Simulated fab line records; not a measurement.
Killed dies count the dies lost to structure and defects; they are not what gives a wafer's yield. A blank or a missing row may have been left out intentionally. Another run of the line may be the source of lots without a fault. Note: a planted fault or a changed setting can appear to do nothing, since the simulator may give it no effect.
The tool behind it: which one? + flow sky130 + 11 lots, 33 wafers sampled, at 2 steps of a route of 708

WHAT EACH GAUGE READ, for each wafer
SKY_METAL1_THK_MEAS_06: measures by xrf.
| lot  | measured     | on            | METAL1_ALCU_THK (nm) |
|------|--------------|---------------|----------------------|
| L685 | day 30 07:50 | film-metro-02 | 242.6 244.4 244.7    |
| L686 | day 31 21:05 | film-metro-02 | 246.7 245.2 248.0    |
| L687 | day 32 13:21 | film-metro-02 | 248.4 245.9 246.7    |
| L692 | day 34 12:20 | film-metro-01 | 245.1 240.8 246.2    |
| L693 | day 35 00:12 | film-metro-01 | 245.6 244.9 243.6    |
| L694 | day 35 06:52 | film-metro-03 | 248.6 247.3 251.8    |
| L701 | day 37 13:55 | film-metro-02 | 248.8 247.7 250.5    |
| L699 | day 37 18:56 | film-metro-01 | 247.0 250.2 246.8    |
| L703 | day 37 21:59 | film-metro-03 | 245.2 247.6 247.1    |
| L704 | day 37 22:20 | film-metro-01 | 254.8 251.5 252.6    |
| L707 | day 39 11:52 | film-metro-03 | 247.8 248.4 248.1    |

EACH LOT AND THE TOOL THAT RAN IT (in order: tool; ch and the chambers of the sampled wafers; start)
| lot  | SKY_METAL1_SPUTTER_01        |
|------|------------------------------|
| L685 | pvd-sputter-04, day 30 07:36 |
| L686 | pvd-sputter-02, day 31 20:50 |
| L687 | pvd-sputter-01, day 32 13:07 |
| L692 | pvd-sputter-01, day 34 12:05 |
| L693 | pvd-sputter-04, day 34 23:57 |
| L694 | pvd-sputter-04, day 35 06:38 |
| L701 | pvd-sputter-04, day 37 13:40 |
| L699 | pvd-sputter-04, day 37 18:43 |
| L703 | pvd-sputter-04, day 37 21:44 |
| L704 | pvd-sputter-01, day 37 22:06 |
| L707 | pvd-sputter-04, day 39 11:37 |
- SKY_METAL1_SPUTTER_01: material TiN, target thk 20 nm, time 16.7 s.

AS READ BY THE TOOLS THEMSELVES (means over the sampled wafers that have a number; for cases with no such wafer, the mark the record gives instead)
SKY_METAL1_SPUTTER_01.
| lot  | tool           | throttle-valve-pct (%) |
|------|----------------|------------------------|
| L685 | pvd-sputter-04 | 29.6                   |
| L686 | pvd-sputter-02 | 29.8                   |
| L687 | pvd-sputter-01 | 31.0                   |
| L692 | pvd-sputter-01 | 30.5                   |
| L693 | pvd-sputter-04 | 30.6                   |
| L694 | pvd-sputter-04 | 30.2                   |
| L701 | pvd-sputter-04 | 30.2                   |
| L699 | pvd-sputter-04 | 29.4                   |
| L703 | pvd-sputter-04 | 29.7                   |
| L704 | pvd-sputter-01 | 29.1                   |
| L707 | pvd-sputter-04 | 29.6                   |

THE ANSWER, worked out from the rows above alone
Rule: usual is defined by the lots themselves. Put in order of their means at a reading, lots are off if they are a third of the lots or fewer, leave a main group of 4 or more, and stand apart from it by a gap of 3 or more times the standard deviation of the main group's means; of several such gaps the widest counts. The tables above print the reading to a certain number of digits; a main group whose means all agree to those digits is not used. Also off: a lot with no number at a reading for which 4 or more lots have one. The other lots that the step has rows for count as sound. First the gauges in route order, then the tools' own readings, where a lot's mean is used as printed above. The first step at which some lot is off is used, and at that step the reading that is off furthest; a lot without a number counts as furthest.
None of the lots is off at any reading shown; this tells nothing.

WHAT THE SIMULATOR HAD PUT IN
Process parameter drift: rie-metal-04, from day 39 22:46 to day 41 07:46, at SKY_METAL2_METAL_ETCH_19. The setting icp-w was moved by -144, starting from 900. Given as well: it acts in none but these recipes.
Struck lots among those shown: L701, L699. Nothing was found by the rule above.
